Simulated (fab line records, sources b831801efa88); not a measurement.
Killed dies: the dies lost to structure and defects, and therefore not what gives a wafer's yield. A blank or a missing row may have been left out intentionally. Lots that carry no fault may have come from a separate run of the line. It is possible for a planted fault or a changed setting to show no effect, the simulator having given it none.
A lot that was struck, set against a sound lot ; flow sky130 ; 22 steps out of a route of 708
Sound: wafers L499.2, L499.3, L499.6. Struck: wafers L489.1, L489.2, L489.3. The cause is given at the end.
Order at every step that has rows: each side's tool, ch and its chambers, its first start. Under that, the readings that differ: sound wafers ; struck wafers ; difference of the means ; sigmas: that difference in standard deviations of wafers without a fault.
alike: same words and numbers on both sides, and readings whose means sit less than 2 such deviations apart. not compared: any withheld reading, any reading some wafer has no value for, any bound like >300 that may hide the same value, and any number with overlapping values for which the record gives no deviation.
The two part at a step that has a row with sigmas, a row that says differs or no value, or rows on one side only. Numbers that have no deviation but don't overlap get no sigmas and don't part them. A reading that every wafer of one side lacks parts them only if that side has two wafers or more.

first, 1 step without rows for these wafers: SKY_METAL1_SPUTTER_00 (material Ti, target thk 15 nm, time 10 s).
SKY_METAL1_SPUTTER_01: material TiN, target thk 20 nm, time 16.7 s.
  struck on pvd-sputter-04, day 36 02:47; sound on pvd-sputter-02, day 38 17:44
  alike: throttle-valve-pct
SKY_METAL1_SPUTTER_02: material AlCu, target thk 250 nm, time 13.3 s.
  struck on pvd-sputter-04, day 36 02:49; sound on pvd-sputter-02, day 38 17:46
  alike: throttle-valve-pct
then, 1 step without rows for these wafers: SKY_METAL1_SPUTTER_03 (material Ti, target thk 5 nm, time 3.3 s).
SKY_METAL1_SPUTTER_04: material TiN, target thk 70 nm, time 58.3 s.
  struck on pvd-sputter-04, day 36 02:52; sound on pvd-sputter-02, day 38 17:48
  alike: throttle-valve-pct
SKY_METAL1_RS_MEAS_05: uses a four-point probe to measure.
  struck on film-metro-04, day 36 02:55; sound on film-metro-04, day 38 17:52
  alike: METAL1_ALCU_RS
SKY_METAL1_THK_MEAS_06: measures by xrf.
  struck on film-metro-04, day 36 03:02; sound on film-metro-04, day 38 17:59
  alike: METAL1_ALCU_THK
then, 5 steps without rows for these wafers: SKY_METAL1_DEHYDRATE_07 (time 60 s); SKY_METAL1_HMDS_08 (prime time 60 s); SKY_METAL1_COAT_09 (resist thk 60 nm); SKY_METAL1_COAT_10 (resist thk 450 nm); SKY_METAL1_SOFTBAKE_11 (time 90 s).
SKY_METAL1_EXPOSE_12: exposes mask MM1, target cd 140 nm.
  sound on krf-scanner-02 ch 0, day 39 05:52; struck on krf-scanner-01 ch 0, day 36 15:50
reading;sound;struck;difference;sigmas
exposure-dose-mJ-cm2;27.88 27.86 27.92;26.86 26.90 26.89;-1.00;-30
  alike: mask
after that, 1 step had no rows for these wafers: SKY_METAL1_PEB_13.
SKY_METAL1_DEVELOP_14: develop time 60 s.
  sound on litho-track-04 ch 0; struck on litho-track-01 ch 0
reading;sound;struck;difference;sigmas
model.METAL1.cd-nm (nm);139.6 140.7 140.1;148.1 145.4 145.8;+6.3;
  alike: chill-plate-temp-C
SKY_METAL1_CD_MEAS_15 targets a cd of 140 nm.
  struck on cd-sem-02, day 37 04:56; sound on cd-sem-01, day 39 18:14
reading;sound;struck;difference;sigmas
cd-nm (nm);139.9 140.6 140.0;147.8 145.1 145.9;+6.1;+4
SKY_METAL1_OVL_MEAS_16:
  struck on overlay-01, day 37 05:03; sound on overlay-02, day 39 18:21
  alike: METAL1_OVL
then, 1 step without rows for these wafers: SKY_METAL1_DESCUM_17 (chemistry O2, time 8 s).
SKY_METAL1_ETCH_18: etches BARC in N2/H2, stops on SiO2, time 45.9 s, target depth 60 nm.
  sound on rie-metal-01 ch 0, day 39 18:25; struck on rie-metal-02 ch 0,1, day 37 05:07
  alike: drypump-motor-current-A, he-backside-leak-sccm, oes-product-au, throttle-valve-pct
  not compared: rf-hours-counter-h
SKY_METAL1_METAL_ETCH_19: etches the open film in Cl2/BCl3, stops on SiO2, target depth 360 nm, time 78 s.
  sound on rie-metal-01 ch 0, day 39 18:28; struck on rie-metal-02 ch 0,1, day 37 05:11
reading;sound;struck;difference;sigmas
model.METAL1.cd-nm (nm);139.7 141.1 139;149.1 146.6 148;+8.0;
  alike: drypump-motor-current-A, he-backside-leak-sccm, oes-product-au, throttle-valve-pct
  not compared: rf-hours-counter-h
SKY_METAL1_STRIP_20: strips in O2/N2.
  sound on plasma-asher-03 ch 0,1, day 39 18:34; struck on plasma-asher-04 ch 0,1, day 37 05:16
  alike: drypump-motor-current-A, oes-product-au, strip-time-to-endpoint-s
  not compared: rf-hours-counter-h
-- the record jumps here: 12 days lie between the struck wafers' starts before and after (it left off in module METAL1 and takes up again in module PAD_OPEN, whose first step shown is number 708 of the route) --
SKY_PAD_OPEN_PROBE_99:
  struck on prober-02, day 48 21:59; sound on prober-01, day 50 17:35
reading;sound;struck;difference;sigmas
model.etest.met1.width-nm (nm);139.8 138.6 137.9;151.7 147 147;+9.8;
model.etest.met1.line-ohm-um;0.9221 0.9227 0.9271;0.8616 0.8846 0.8815;-0.0481;
  alike: defect-limited-yield, killed_at_M0_to_M3, killed_at_M4_up, killed-at-contacts, killed-at-front-end, killed-at-other, killed-dies, killed-open, killed-short, sort_bin_3_pad_short, sort_bin_5_function, sort_bin_6_memory, sort-n-pass, sort-yield-pct

WHERE THEY PART
Last at SKY_METAL1_CD_MEAS_15 as far as this record goes, first at SKY_METAL1_EXPOSE_12. Later steps at which nothing parts them and some readings are alike: SKY_METAL1_OVL_MEAS_16, SKY_METAL1_ETCH_18, SKY_METAL1_METAL_ETCH_19, SKY_METAL1_STRIP_20, SKY_PAD_OPEN_PROBE_99.

WHY: the cause the simulator had injected
Process parameter drift: krf-scanner-01, from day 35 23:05 on, at SKY_METAL1_EXPOSE_12. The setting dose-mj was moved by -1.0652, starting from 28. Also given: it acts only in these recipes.
